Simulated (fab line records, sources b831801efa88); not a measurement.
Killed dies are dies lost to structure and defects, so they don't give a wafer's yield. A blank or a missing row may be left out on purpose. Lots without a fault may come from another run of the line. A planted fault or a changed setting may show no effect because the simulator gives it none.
Which tool did it? | flow gf180mcu | 14 lots, 42 wafers sampled, at 3 steps of a route of 602

WHAT THE GAUGES READ, wafer by wafer
GF_V3_THK_MEAS_25: measures by xrf.
lot  | measured     | on            | V3_W_THK (nm)
L862 | day 23 08:50 | film_metro-04 | 351 349 349
L863 | day 23 13:03 | film_metro-04 | 347 344 350
L864 | day 23 19:25 | film_metro-01 | 355 353 356
L865 | day 24 05:14 | film_metro-03 | 354 360 363
L866 | day 24 16:11 | film_metro-01 | 365 355 366
L867 | day 24 17:52 | film_metro-01 | 357 359 359
L876 | day 27 19:45 | film_metro-03 | 354 354 356
L877 | day 28 03:22 | film_metro-04 | 351 360 349
L878 | day 28 09:29 | film_metro-03 | 350 345 355
L879 | day 28 18:18 | film_metro-04 | 358 363 351
L880 | day 29 02:01 | film_metro-03 | 354 348 352
L881 | day 29 08:42 | film_metro-01 | 351 354 353
L882 | day 29 10:09 | film_metro-04 | 353 349 356
L883 | day 29 17:57 | film_metro-03 | 351 352 346

GF_M4_OVL_MEAS_15.
lot  | measured     | on         | M4_OVL (nm)
L862 | day 24 08:07 | overlay-02 | -5 -2 2
L863 | day 24 11:37 | overlay-02 | 6 7 6
L864 | day 24 17:31 | overlay-02 | -1 1 -2
L865 | day 25 03:13 | overlay-02 | -2 1 6
L866 | day 25 14:10 | overlay-02 | -11 -1 -7
L867 | day 25 16:25 | overlay-02 | -4 -16 -9
L876 | day 28 15:52 | overlay-02 | 6 0 2
L877 | day 28 23:59 | overlay-01 | 0 -6 2
L878 | day 29 05:49 | overlay-01 | -5 -1 -7
L879 | day 29 14:21 | overlay-01 | 4 -5 -1
L880 | day 29 21:37 | overlay-01 | 5 9 7
L881 | day 30 03:52 | overlay-02 | 2 2 -1
L882 | day 30 05:31 | overlay-01 | 6 2 11
L883 | day 30 12:58 | overlay-02 | -7 -8 3

GF_V5_OVL_MEAS_15.
lot  | measured     | on         | V5_OVL (nm)
L862 | day 28 01:10 | overlay-01 | 4 6 6
L863 | day 28 03:37 | overlay-02 | -3 -9 -3
L864 | day 28 08:20 | overlay-02 | -3 6 -4
L865 | day 28 16:49 | overlay-02 | 1 -5 -7
L866 | day 29 03:55 | overlay-01 | -6 -4 -1
L867 | day 29 06:01 | overlay-02 | -8 -4 -8
L876 | day 31 22:58 | overlay-01 | -1 -10 -5
L877 | day 32 06:11 | overlay-01 | -2 3 1
L878 | day 32 10:25 | overlay-02 | -2 0 -2
L879 | day 32 17:07 | overlay-02 | -9 0 -4
L880 | day 32 23:53 | overlay-01 | 0 -1 -2
L881 | day 33 05:10 | overlay-02 | -4 -1 -7
L882 | day 33 07:01 | overlay-01 | 0 -5 -3
L883 | day 33 13:16 | overlay-01 | 1 4 3

WHICH TOOL RAN EACH LOT (tool, then ch and the chambers of the sampled wafers, then the start)
The record holds no process step before these readings.

WHAT THE TOOLS THEMSELVES READ (means of the sampled wafers that have a number; where no wafer has one, the mark that the record gives instead)
The record holds no such reading with a usual standard deviation.

THE ANSWER, worked out from the rows above alone
Rule: what is usual is taken from the lots themselves. Put in order of their means at a reading, lots are off if they are a third of the lots or fewer, leave a main group of 4 or more, and stand apart from it by a gap of 3 or more times the standard deviation of the main group's means; of several such gaps the widest counts. A main group whose means are all the same, to the digits that the tables above print for the reading, isn't used. A lot without any number at a reading at which 4 lots or more have one is off too. The other lots that the step has rows for count as sound. The gauges are gone through in route order, then the tools' own readings, and for those a lot's mean is taken as printed above. The first step at which some lot is off is used, and at that step the reading that is off furthest; a lot without a number counts as furthest.
No lot is off at any reading shown: from this, nothing can be told.

WHAT THE SIMULATOR HAD PUT IN
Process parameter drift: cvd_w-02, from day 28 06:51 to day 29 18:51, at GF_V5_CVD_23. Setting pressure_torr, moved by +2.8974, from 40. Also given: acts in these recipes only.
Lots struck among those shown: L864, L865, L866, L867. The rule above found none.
